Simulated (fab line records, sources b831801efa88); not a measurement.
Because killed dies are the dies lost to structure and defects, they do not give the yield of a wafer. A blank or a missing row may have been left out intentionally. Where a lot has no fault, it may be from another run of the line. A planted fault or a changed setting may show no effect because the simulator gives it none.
Which tool did it? || flow sky130 || Sampling: 11 lots, 33 wafers, 3 of 708 route steps

## WHAT EACH GAUGE READ, for each wafer
SKY_FIELD_ISO_CD_MEAS_13: target cd 150 nm.
{"lot": "L809", "measured": "day 2 03:47", "on": "cd_sem-02", "cd_nm (nm)": "148.0 148.4 149.6"}
{"lot": "L815", "measured": "day 3 11:52", "on": "cd_sem-02", "cd_nm (nm)": "148.0 148.8 147.3"}
{"lot": "L817", "measured": "day 4 00:07", "on": "cd_sem-02", "cd_nm (nm)": "149.0 149.9 150.8"}
{"lot": "L823", "measured": "day 5 09:36", "on": "cd_sem-02", "cd_nm (nm)": "149.1 150.0 150.8"}
{"lot": "L824", "measured": "day 5 13:59", "on": "cd_sem-02", "cd_nm (nm)": "150.8 151.6 151.8"}
{"lot": "L826", "measured": "day 5 21:46", "on": "cd_sem-01", "cd_nm (nm)": "146.6 149.1 149.4"}
{"lot": "L827", "measured": "day 6 02:39", "on": "cd_sem-02", "cd_nm (nm)": "153.4 151.2 151.1"}
{"lot": "L828", "measured": "day 6 06:28", "on": "cd_sem-01", "cd_nm (nm)": "151.2 153.0 150.8"}
{"lot": "L830", "measured": "day 6 17:20", "on": "cd_sem-02", "cd_nm (nm)": "151.7 152.4 151.3"}
{"lot": "L831", "measured": "day 7 00:15", "on": "cd_sem-02", "cd_nm (nm)": "147.9 147.7 146.2"}
{"lot": "L832", "measured": "day 7 04:47", "on": "cd_sem-01", "cd_nm (nm)": "151.8 151.7 149.8"}

SKY_FIELD_ISO_THK_MEAS_23.
{"lot": "L809", "measured": "day 2 06:47", "on": "film_metro-01", "FIELD_ISO_OXIDATION_01_THK (nm)": "9.85 9.80 9.79"}
{"lot": "L815", "measured": "day 3 14:39", "on": "film_metro-02", "FIELD_ISO_OXIDATION_01_THK (nm)": "10.10 10.23 10.06"}
{"lot": "L817", "measured": "day 4 01:56", "on": "film_metro-01", "FIELD_ISO_OXIDATION_01_THK (nm)": "9.90 9.93 10.00"}
{"lot": "L823", "measured": "day 5 11:27", "on": "film_metro-04", "FIELD_ISO_OXIDATION_01_THK (nm)": "10.03 10.20 10.02"}
{"lot": "L824", "measured": "day 5 16:49", "on": "film_metro-02", "FIELD_ISO_OXIDATION_01_THK (nm)": "10.13 10.14 10.06"}
{"lot": "L826", "measured": "day 6 00:00", "on": "film_metro-01", "FIELD_ISO_OXIDATION_01_THK (nm)": "10.07 10.11 10.11"}
{"lot": "L827", "measured": "day 6 07:00", "on": "film_metro-04", "FIELD_ISO_OXIDATION_01_THK (nm)": "9.93 9.88 9.85"}
{"lot": "L828", "measured": "day 6 09:41", "on": "film_metro-04", "FIELD_ISO_OXIDATION_01_THK (nm)": "10.19 10.19 10.15"}
{"lot": "L830", "measured": "day 6 21:43", "on": "film_metro-04", "FIELD_ISO_OXIDATION_01_THK (nm)": "10.00 9.77 9.86"}
{"lot": "L831", "measured": "day 7 02:37", "on": "film_metro-02", "FIELD_ISO_OXIDATION_01_THK (nm)": "10.19 10.47 10.29"}
{"lot": "L832", "measured": "day 7 07:02", "on": "film_metro-04", "FIELD_ISO_OXIDATION_01_THK (nm)": "10.26 10.00 9.91"}

## WHAT TOOL EACH LOT RAN ON (gives the tool, then ch and the chambers of the sampled wafers, and finally the start)
{"lot": "L809", "SKY_FIELD_ISO_STRIP_16": "plasma_asher-03 ch 0,1, day 2 03:59"}
{"lot": "L815", "SKY_FIELD_ISO_STRIP_16": "plasma_asher-02 ch 0,1, day 3 12:05"}
{"lot": "L817", "SKY_FIELD_ISO_STRIP_16": "plasma_asher-02 ch 0,1, day 4 00:20"}
{"lot": "L823", "SKY_FIELD_ISO_STRIP_16": "plasma_asher-02 ch 0,1, day 5 09:48"}
{"lot": "L824", "SKY_FIELD_ISO_STRIP_16": "plasma_asher-02 ch 0,1, day 5 14:11"}
{"lot": "L826", "SKY_FIELD_ISO_STRIP_16": "plasma_asher-03 ch 0, day 5 21:59"}
{"lot": "L827", "SKY_FIELD_ISO_STRIP_16": "plasma_asher-02 ch 0, day 6 02:51"}
{"lot": "L828", "SKY_FIELD_ISO_STRIP_16": "plasma_asher-03 ch 0,1, day 6 06:41"}
{"lot": "L830", "SKY_FIELD_ISO_STRIP_16": "plasma_asher-03 ch 0,1, day 6 17:33"}
{"lot": "L831", "SKY_FIELD_ISO_STRIP_16": "plasma_asher-02 ch 0,1, day 7 00:26"}
{"lot": "L832", "SKY_FIELD_ISO_STRIP_16": "plasma_asher-03 ch 0,1, day 7 05:00"}
- SKY_FIELD_ISO_STRIP_16: strips in O2/N2.

## AS READ BY THE TOOLS THEMSELVES (means over the sampled wafers that have a number; for cases with no such wafer, the mark the record gives instead)
SKY_FIELD_ISO_STRIP_16.
{"lot": "L809", "tool": "plasma_asher-03", "drypump_motor_current_A (A)": 6.7, "o2_flow_sccm (sccm)": 3002, "oes_product_au (a.u.)": 0.379, "strip_time_to_endpoint_s (s)": 3.59}
{"lot": "L815", "tool": "plasma_asher-02", "drypump_motor_current_A (A)": 5.5, "o2_flow_sccm (sccm)": 2995, "oes_product_au (a.u.)": 0.382, "strip_time_to_endpoint_s (s)": 3.54}
{"lot": "L817", "tool": "plasma_asher-02", "drypump_motor_current_A (A)": 5.8, "o2_flow_sccm (sccm)": 2995, "oes_product_au (a.u.)": 0.373, "strip_time_to_endpoint_s (s)": 3.53}
{"lot": "L823", "tool": "plasma_asher-02", "drypump_motor_current_A (A)": 5.7, "o2_flow_sccm (sccm)": 2990, "oes_product_au (a.u.)": 0.379, "strip_time_to_endpoint_s (s)": 3.54}
{"lot": "L824", "tool": "plasma_asher-02", "drypump_motor_current_A (A)": 5.7, "o2_flow_sccm (sccm)": 3003, "oes_product_au (a.u.)": 0.377, "strip_time_to_endpoint_s (s)": 3.51}
{"lot": "L826", "tool": "plasma_asher-03", "drypump_motor_current_A (A)": 6.7, "o2_flow_sccm (sccm)": 3004, "oes_product_au (a.u.)": 0.380, "strip_time_to_endpoint_s (s)": 3.51}
{"lot": "L827", "tool": "plasma_asher-02", "drypump_motor_current_A (A)": 5.1, "o2_flow_sccm (sccm)": 3010, "oes_product_au (a.u.)": 0.375, "strip_time_to_endpoint_s (s)": 3.52}
{"lot": "L828", "tool": "plasma_asher-03", "drypump_motor_current_A (A)": 6.7, "o2_flow_sccm (sccm)": 2999, "oes_product_au (a.u.)": 0.374, "strip_time_to_endpoint_s (s)": 3.55}
{"lot": "L830", "tool": "plasma_asher-03", "drypump_motor_current_A (A)": 6.7, "o2_flow_sccm (sccm)": 2994, "oes_product_au (a.u.)": 0.378, "strip_time_to_endpoint_s (s)": 3.57}
{"lot": "L831", "tool": "plasma_asher-02", "drypump_motor_current_A (A)": 5.5, "o2_flow_sccm (sccm)": 2998, "oes_product_au (a.u.)": 0.375, "strip_time_to_endpoint_s (s)": 3.51}
{"lot": "L832", "tool": "plasma_asher-03", "drypump_motor_current_A (A)": 6.7, "o2_flow_sccm (sccm)": 3000, "oes_product_au (a.u.)": 0.380, "strip_time_to_endpoint_s (s)": 3.56}

## THE ANSWER, worked out from the rows above alone
Rule: what is usual is taken from the lots themselves. The widest of any qualifying gaps counts: lots, ordered by their means at a reading, are off when they make up no more than a third of the lots, leave a main group of 4 or more, and stand apart from it by 3 or more times the standard deviation of that group's means. A main group whose means are all the same, to the digits that the tables above print for the reading, isn't used. A lot without any number at a reading at which 4 lots or more have one is off too. All remaining lots with rows at the step are treated as sound. Order of review: gauges by route order, followed by the tools' own readings, for which a lot's mean as printed above is used. At the first step where some lot is off, the reading lying furthest off is the one used; lots without a number count as furthest.
No lot is off at any reading shown: from this, nothing can be told.

## WHAT WAS PUT IN BY THE SIMULATOR
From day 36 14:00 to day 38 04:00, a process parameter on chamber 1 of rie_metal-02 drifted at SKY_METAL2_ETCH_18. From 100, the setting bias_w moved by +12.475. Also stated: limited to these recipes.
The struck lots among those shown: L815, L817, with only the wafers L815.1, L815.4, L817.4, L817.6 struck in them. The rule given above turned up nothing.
